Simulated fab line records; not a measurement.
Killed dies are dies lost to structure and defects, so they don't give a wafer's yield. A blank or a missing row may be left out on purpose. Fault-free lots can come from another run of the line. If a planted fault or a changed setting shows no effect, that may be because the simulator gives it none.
One fault through the eyes of 2 desks :: flow gf180mcu :: each desk has only its own numbers; what lay behind them comes last

AT THE METROLOGY DESK
Lot by lot, what the gauges showed, no matter which tool ran the lot: averages of those sampled wafers that carry a number. If a lot's mean is further than 4 standard deviations from the usual mean, the lot is out of limits and carries the mark OUT (the distance appears in the brackets).
Columns: A = VT_IMPLANT_4_TW at GF_VT_IMPLANT_TW_MEAS_43, usual 690; B = MVSD_RS at GF_VT_IMPLANT_RS_MEAS_46, usual 456.7 ohm/sq
lot: L237
first seen here: day 7 15:35
A: 680
B: 457.2

lot: L238
first seen here: day 7 20:13
A: 688
B: 456.7

lot: L241
first seen here: day 8 11:43
A: 596 (-13) OUT
B: 456.0

lot: L245
first seen here: day 9 14:47
A: 694
B: 456.5

lot: L247
first seen here: day 10 05:32
A: 605 (-12) OUT
B: 455.9

lot: L251
first seen here: day 11 12:52
A: 693
B: 456.7

lot: L253
first seen here: day 12 01:20
A: 699
B: 456.6

lot: L254
first seen here: day 12 16:52
A: 678
B: 456.0

lot: L255
first seen here: day 12 17:48
A: 698
B: 456.3

lot: L256
first seen here: day 13 07:58
A: 696
B: 458.4

lot: L257
first seen here: day 13 12:07
A: 693
B: 456.1

lot: L259
first seen here: day 13 16:56
A: 681
B: 455.7
Finding of this desk: L241, L247 out of limits, first seen on L241 at day 8 11:43 (VT_IMPLANT_4_TW at GF_VT_IMPLANT_TW_MEAS_43). Within limits: L237, L238, L245, L251, L253, L254, L255, L256, L257, L259.

AT THE TOOL OWNER'S DESK: implanter-03
For each lot that ran on this tool, the mean over its sampled wafers that have a number, from the tool's own readings at GF_VT_IMPLANT_IMPLANT_41. If a lot's mean is further than 4 standard deviations from the usual mean, the lot is out of limits and carries the mark OUT (the distance appears in the brackets).
Columns: A = doseIonsCm2 at GF_VT_IMPLANT_IMPLANT_41, usual 1.0132e+12; B = faradayCurrentUA at GF_VT_IMPLANT_IMPLANT_41, usual 5.72
lot: L238
first seen here: day 7 19:58
A: 1.0129e+12
B: 5.75

lot: L241
first seen here: day 8 11:28
A: 6.3710e+11 (-99 or more) OUT
B: 3.63 (-17) OUT

lot: L247
first seen here: day 10 05:18
A: 6.3873e+11 (-99 or more) OUT
B: 3.61 (-18) OUT

lot: L256
first seen here: day 13 07:43
A: 1.0138e+12
B: 5.65

lot: L257
first seen here: day 13 11:52
A: 1.0130e+12
B: 5.77
This desk's finding: out of limits on L241, L247; first on L241, day 8 11:28 (doseIonsCm2 at GF_VT_IMPLANT_IMPLANT_41). Within limits: L238, L256, L257.

PUT TOGETHER
An alarm could have come from the tool owner's desk at day 8 11:28, on L241, L247.
An alarm was possible from the metrology desk at day 8 11:43, on L241, L247.
The lots listed all ran GF_VT_IMPLANT_IMPLANT_41 on implanter-03.

WHAT THE SIMULATOR HAD PUT IN
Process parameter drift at GF_VT_IMPLANT_IMPLANT_41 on implanter-03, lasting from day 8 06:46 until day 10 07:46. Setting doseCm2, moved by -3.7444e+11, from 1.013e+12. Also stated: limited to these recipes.
Lots struck among those shown: L241, L247.
Hours from the fault's start to each desk's first reading out of limits: the tool owner's desk, 5; the metrology desk, 5.
